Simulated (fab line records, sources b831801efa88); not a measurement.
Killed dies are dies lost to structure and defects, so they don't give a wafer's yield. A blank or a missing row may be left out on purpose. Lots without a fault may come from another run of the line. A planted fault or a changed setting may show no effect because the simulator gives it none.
Chamber matching | flow gf180mcu | GF_V4_CMP_26 on cmp-01: 4 sister chambers
The step polishes, stops on SiO2, t overpolish 15 s, target thk 0 nm. 8 wafers are shown with their chamber, then 12 later ones without.

WAFERS WITH THEIR CHAMBER
wafer  | chamber | time_to_endpoint_s (s) | motor_current_A (A)
L078.1 | 0       | 80                     | 10.9
L083.1 | 0       | 80                     | 11.0
L083.3 | 1       | 94                     | 11.5
L085.1 | 2       | 90                     | 12.0
L085.5 | 3       | 86                     | 10.0
L088.1 | 3       | 86                     | 9.6
L088.4 | 1       | 90                     | 11.6
L088.5 | 2       | 87                     | 11.1

WAFERS WITHOUT THEIR CHAMBER
wafer  | time_to_endpoint_s (s) | motor_current_A (A)
L089.1 | 79                     | 10.8
L089.3 | 89                     | 12.3
L089.5 | 81                     | 9.9
L093.2 | 77                     | 11.3
L093.3 | 82                     | 9.7
L093.5 | 87                     | 11.1
L095.4 | 85                     | 9.9
L095.5 | 89                     | 11.4
L095.6 | 83                     | 9.9
L097.2 | 87                     | 11.4
L097.3 | 80                     | 11.2
L097.5 | 83                     | 11.2

WHICH CHAMBER EACH WENT THROUGH
wafer  | from the rows above     | in truth
L089.1 | 0                       | 0
L089.3 | can't be placed: 2 or 1 | 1
L089.5 | can't be placed: 3 or 0 | 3
L093.2 | 0                       | 0
L093.3 | can't be placed: 3 or 0 | 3
L093.5 | can't be placed: 2 or 1 | 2
L095.4 | 3                       | 3
L095.5 | can't be placed: 2 or 1 | 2
L095.6 | can't be placed: 3 or 0 | 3
L097.2 | can't be placed: 2 or 1 | 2
L097.3 | 0                       | 0
L097.5 | can't be placed: 0 or 2 | 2
Placed correctly: 4 of 12. Can't be placed from these rows: 8 (the true chamber is among the candidates in 8). Placed wrongly: 0.
How it was worked out, from the rows above alone: a wafer's distance from a chamber is the root of the sum, over the readings, of the square of ((its reading less the chamber's mean) divided by the reading's scatter). The wafer belongs to the nearest chamber; if the next one is less than 2 further off, it can't be placed. A chamber's mean is the mean of its shown wafers. The scatter: the root of (the sum of the squares of (reading less its chamber's mean) over the shown wafers, divided by (wafers less chambers)).
